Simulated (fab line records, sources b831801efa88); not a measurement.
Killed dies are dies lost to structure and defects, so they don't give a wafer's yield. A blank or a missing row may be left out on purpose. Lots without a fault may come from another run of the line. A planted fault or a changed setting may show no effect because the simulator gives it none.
Chamber matching | flow sky130 | SKY_VIA1_ETCH_14 on rie_diel-01: 4 sister chambers
The step etches BARC in N2/H2, stops on SiO2, time 45.9 s, target depth 60 nm. 18 wafers are shown with their chamber, then 9 later ones without.

WAFERS WITH THEIR CHAMBER
wafer  | chamber | drypump_motor_current_A (A) | throttle_valve_pct (%) | oes_product_au (a.u.)
L074.1 | 2       | 4.9                         | 13.219                 | 0.859
L074.5 | 3       | 5.9                         | 13.227                 | 0.860
L074.6 | 1       | 4.8                         | 13.234                 | 0.856
L075.1 | 3       | 5.9                         | 13.212                 | 0.858
L075.2 | 2       | 4.9                         | 13.217                 | 0.858
L075.5 | 3       | 5.8                         | 13.219                 | 0.853
L081.2 | 0       | 6.1                         | 13.219                 | 0.862
L081.5 | 3       | 5.9                         | 13.213                 | 0.856
L081.6 | 0       | 6.1                         | 13.238                 | 0.853
L083.4 | 2       | 4.9                         | 13.220                 | 0.857
L083.5 | 3       | 5.9                         | 13.217                 | 0.847
L083.6 | 0       | 6.1                         | 13.225                 | 0.850
L084.3 | 3       | 5.9                         | 13.222                 | 0.855
L084.5 | 0       | 6.1                         | 13.220                 | 0.861
L084.6 | 3       | 5.9                         | 13.226                 | 0.852
L089.2 | 3       | 5.8                         | 13.221                 | 0.856
L089.3 | 0       | 6.1                         | 13.240                 | 0.860
L089.5 | 0       | 6.1                         | 13.211                 | 0.855

SIGNATURES (means of the wafers above)
reading                 | chamber 0 | chamber 1 | chamber 2 | chamber 3 | scatter within a chamber
drypump_motor_current_A | 6.100     | 4.800     | 4.900     | 5.875     | 0.0327
throttle_valve_pct      | 13.22550  | 13.23400  | 13.21867  | 13.21963  | 0.00787
oes_product_au          | 0.85683   | 0.85600   | 0.85800   | 0.85462   | 0.00408
Rule: a wafer's distance from a chamber is the root of the sum, over the readings, of the square of ((its reading less the chamber's mean) divided by the reading's scatter). The wafer belongs to the nearest chamber; if the next one is less than 2 further off, it can't be placed. The scatter: the root of (the sum of the squares of (reading less its chamber's mean) over the shown wafers, divided by (wafers less chambers)).

WAFERS WITHOUT THEIR CHAMBER
wafer  | drypump_motor_current_A (A) | throttle_valve_pct (%) | oes_product_au (a.u.)
L093.1 | 4.9                         | 13.216                 | 0.850
L093.2 | 6.1                         | 13.210                 | 0.854
L093.3 | 5.9                         | 13.208                 | 0.852
L093.4 | 6.1                         | 13.222                 | 0.856
L093.5 | 4.9                         | 13.228                 | 0.847
L093.6 | 5.9                         | 13.223                 | 0.851
L095.2 | 5.8                         | 13.228                 | 0.857
L095.3 | 4.9                         | 13.238                 | 0.857
L095.5 | 6.1                         | 13.214                 | 0.847

WHICH CHAMBER EACH WENT THROUGH
wafer  | from the rows above     | in truth
L093.1 | 2                       | 2
L093.2 | 0                       | 0
L093.3 | 3                       | 3
L093.4 | 0                       | 0
L093.5 | can't be placed: 2 or 1 | 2
L093.6 | 3                       | 3
L095.2 | 3                       | 3
L095.3 | can't be placed: 2 or 1 | 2
L095.5 | 0                       | 0
Placed correctly: 7 of 9. Can't be placed from these rows: 2 (the true chamber is among the candidates in 2). Placed wrongly: 0.
